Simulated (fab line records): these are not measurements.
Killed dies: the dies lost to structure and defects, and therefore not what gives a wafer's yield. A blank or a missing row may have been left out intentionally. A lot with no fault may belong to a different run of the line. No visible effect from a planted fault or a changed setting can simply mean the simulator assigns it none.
A lot that was struck, set against a sound lot	flow gf180mcu	14 steps out of a route of 602
Sound: the wafers L399.1, L399.2, L399.4. Wafers L395.1, L395.3, L395.4 were the ones struck. At the end, the cause is stated.
Each step with rows lists, per side, the tool, then ch with its chambers, then its first start. Under that, the readings that differ: sound wafers	struck wafers	difference of the means	sigmas: that difference in standard deviations of wafers without a fault.
alike: readings with means less than 2 such deviations apart, plus words and numbers identical on both sides. not compared: withheld readings, readings lacking a value on some wafer, bounds such as >300 that could conceal the same value, and numbers that have no deviation in the record and whose values overlap.
A row with sigmas, a row that says differs or no value, or rows on one side alone: a step with any of these is where the two part. Non-overlapping numbers with no deviation appear without sigmas and do not part them. A reading that every wafer of one side lacks parts them only if that side has two wafers or more.

first, 2 steps without rows for these wafers: GF_VT_IMPLANT_PEB_27; GF_VT_IMPLANT_DEVELOP_28 (develop time 60 s).
GF_VT_IMPLANT_OVL_MEAS_29:
  sound: overlay-01 at day 10 21:41; struck: overlay-01 at day 9 21:49
  alike: VT_IMPLANT_02_OVL
following that, these wafers have no rows for 1 step: GF_VT_IMPLANT_IMPLANT_30.
GF_VT_IMPLANT_STRIP_31: strips in O2/N2.
  sound on plasma asher-04 ch 0,1, day 10 21:52; struck on plasma asher-01 ch 0,1, day 9 22:00
  alike: drypump motor current A, heater power w, oes product au, strip time to endpoint s
  not compared: rf hours counter h
GF_VT_IMPLANT_TW_MEAS_32:
  sound: film metro-01 at day 10 21:58; struck: film metro-03 at day 9 22:06
  alike: VT_IMPLANT_3_TW
then, 6 steps without rows for these wafers: GF_VT_IMPLANT_DEHYDRATE_33 (time 60 s); GF_VT_IMPLANT_HMDS_34 (prime time 60 s); GF_VT_IMPLANT_COAT_35 (resist thk 1000 nm); GF_VT_IMPLANT_SOFTBAKE_36 (time 60 s); GF_VT_IMPLANT_EXPOSE_37 (exposes mask Nwell HV AREA, target cd 860 nm); GF_VT_IMPLANT_PEB_38.
GF_VT_IMPLANT_DEVELOP_39: develop time 60 s.
  struck on litho track-02, day 10 16:10; sound on litho track-03 ch 0, day 11 16:01
  no value came back on the struck wafers for chill plate temp C (C), develop time s (s); on the sound wafers chill plate temp C (C) reads 23.14 23.12 23.17
GF_VT_IMPLANT_OVL_MEAS_40:
  sound: overlay-01 at day 11 16:10; struck: overlay-02 at day 10 16:19
reading	sound	struck	difference	sigmas
VT_IMPLANT_03_OVL (nm)	-0.5 -0.1 -1.4	- - -	no value on the struck wafers	

== WHERE THEY PART ==
Last at GF_VT_IMPLANT_OVL_MEAS_40 as far as this record goes, first at GF_VT_IMPLANT_DEVELOP_39.

WHY: whatever the simulator had introduced
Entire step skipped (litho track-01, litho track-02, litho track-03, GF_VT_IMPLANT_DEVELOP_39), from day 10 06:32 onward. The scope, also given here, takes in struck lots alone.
